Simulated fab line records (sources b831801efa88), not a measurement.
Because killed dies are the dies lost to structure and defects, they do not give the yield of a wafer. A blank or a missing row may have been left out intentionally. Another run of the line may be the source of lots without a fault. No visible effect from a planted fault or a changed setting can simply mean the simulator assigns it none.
A struck lot beside a sound one || flow gf180mcu || 14 out of 602 route steps
Sound: the wafers L461.2, L461.3, L461.5. Wafers struck: L456.2, L456.4, L456.5. The cause comes at the end.
Order at every step that has rows: each side's tool, ch and its chambers, its first start. Under that, the readings that differ: sound wafers || struck wafers || difference of the means || sigmas: that difference in standard deviations of wafers without a fault.
alike: same words and numbers on both sides, and readings whose means sit less than 2 such deviations apart. not compared: any withheld reading, any reading some wafer has no value for, any bound like >300 that may hide the same value, and any number with overlapping values for which the record gives no deviation.
Wherever a step has rows on one side only, a row that says differs or no value, or a row with sigmas, the two part there. Non-overlapping numbers with no deviation appear without sigmas and do not part them. A reading missing from all wafers of one side parts the sides only when that side holds two or more wafers.

GF_MIM_SPUTTER_04: material TiN, target thk 50 nm, time 41.7 s.
  sound on pvd_sputter-01, day 29 15:43; struck on pvd_sputter-03, day 27 21:26
  alike: throttle_valve_pct
GF_MIM_CVD_05: deposits Si3N4, target thk 42 nm, time 29.086 s.
  sound on pecvd-02 ch 1,2, day 29 15:46; struck on pecvd-04 ch 0,2, day 27 21:29
  alike: heater_power_w
GF_MIM_THK_MEAS_06:
  sound on film_metro-03, day 29 15:49; struck on film_metro-03, day 27 21:31
  alike: MIM_CVD_05_THK
GF_MIM_SPUTTER_07: material TiN, target thk 60 nm, time 50 s.
  sound on pvd_sputter-03, day 29 15:52; struck on pvd_sputter-02, day 27 21:34
  alike: throttle_valve_pct
GF_MIM_SPUTTER_08: material AlCu, target thk 200 nm, time 10.93 s.
  sound on pvd_sputter-03, day 29 15:54; struck on pvd_sputter-02, day 27 21:37
  alike: throttle_valve_pct
GF_MIM_SPUTTER_09: material TiN, target thk 35 nm, time 29.2 s.
  sound on pvd_sputter-03, day 29 15:55; struck on pvd_sputter-02, day 27 21:39
  alike: throttle_valve_pct
GF_MIM_RS_MEAS_10: uses a four-point probe to measure.
  sound on film_metro-02, day 29 15:59; struck on film_metro-03, day 27 21:42
  alike: MIM_ALCU_RS
GF_MIM_THK_MEAS_11: measures by xrf.
  sound on film_metro-02, day 29 16:05; struck on film_metro-03, day 27 21:49
  alike: MIM_ALCU_THK
then, 4 steps without rows for these wafers: GF_MIM_DEHYDRATE_12 (time 60 s); GF_MIM_HMDS_13 (prime time 60 s); GF_MIM_COAT_14 (resist thk 1000 nm); GF_MIM_SOFTBAKE_15 (time 60 s).
GF_MIM_EXPOSE_16: exposes mask FuseTop, target cd 2000 nm.
  struck on iline_stepper-02, day 28 08:28; sound on iline_stepper-02 ch 0, day 30 01:49
  no value came back on the struck wafers for exposure_dose_mJ_cm2, focus_offset_nm (nm); on the sound wafers exposure_dose_mJ_cm2 reads 140.00 140.12 139.97
  alike: mask
next, for these wafers, 1 step has no rows: GF_MIM_PEB_17.

== WHERE THEY PART ==
At GF_MIM_EXPOSE_16 and nowhere else, as far as this record goes.

WHY: what the simulator had put in
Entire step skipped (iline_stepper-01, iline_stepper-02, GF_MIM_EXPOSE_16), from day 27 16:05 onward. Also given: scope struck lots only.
